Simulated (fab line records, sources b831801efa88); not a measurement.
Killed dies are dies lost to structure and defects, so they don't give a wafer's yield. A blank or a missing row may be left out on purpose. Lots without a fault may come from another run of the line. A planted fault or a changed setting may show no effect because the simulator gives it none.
Which tool did it? | flow gf180mcu | 6 lots, 18 wafers sampled, at 1 step of a route of 602

WHAT THE GAUGES READ, wafer by wafer
GF_HV_LDD_OVL_MEAS_32.
lot  | measured     | on         | HV_LDD_02_OVL (nm)
L558 | day 13 16:35 | overlay-01 | -2.0 -0.2 -1.4
L563 | day 15 02:35 | overlay-01 | -0.4 0.9 3.1
L567 | day 16 13:59 | overlay-02 | -0.2 -1.0 -1.6
L569 | day 17 03:38 | overlay-02 | 0.9 -0.7 0.6
L574 | day 18 17:36 | overlay-01 | -0.2 0.1 -0.1
L576 | day 19 07:05 | overlay-01 | -0.9 -0.2 0.8

WHICH TOOL RAN EACH LOT (tool, then ch and the chambers of the sampled wafers, then the start)
The record holds no process step before these readings.

THE ANSWER, worked out from the rows above alone
Rule: what is usual is taken from the lots themselves. Put in order of their means at a reading, lots are off if they are a third of the lots or fewer, leave a main group of 4 or more, and stand apart from it by a gap of 3 or more times the standard deviation of the main group's means; of several such gaps the widest counts. A main group whose means are all the same, to the digits that the tables above print for the reading, isn't used. A lot without any number at a reading at which 4 lots or more have one is off too. The other lots that the step has rows for count as sound.
No lot is off at any reading shown: from this, nothing can be told.

WHAT THE SIMULATOR HAD PUT IN
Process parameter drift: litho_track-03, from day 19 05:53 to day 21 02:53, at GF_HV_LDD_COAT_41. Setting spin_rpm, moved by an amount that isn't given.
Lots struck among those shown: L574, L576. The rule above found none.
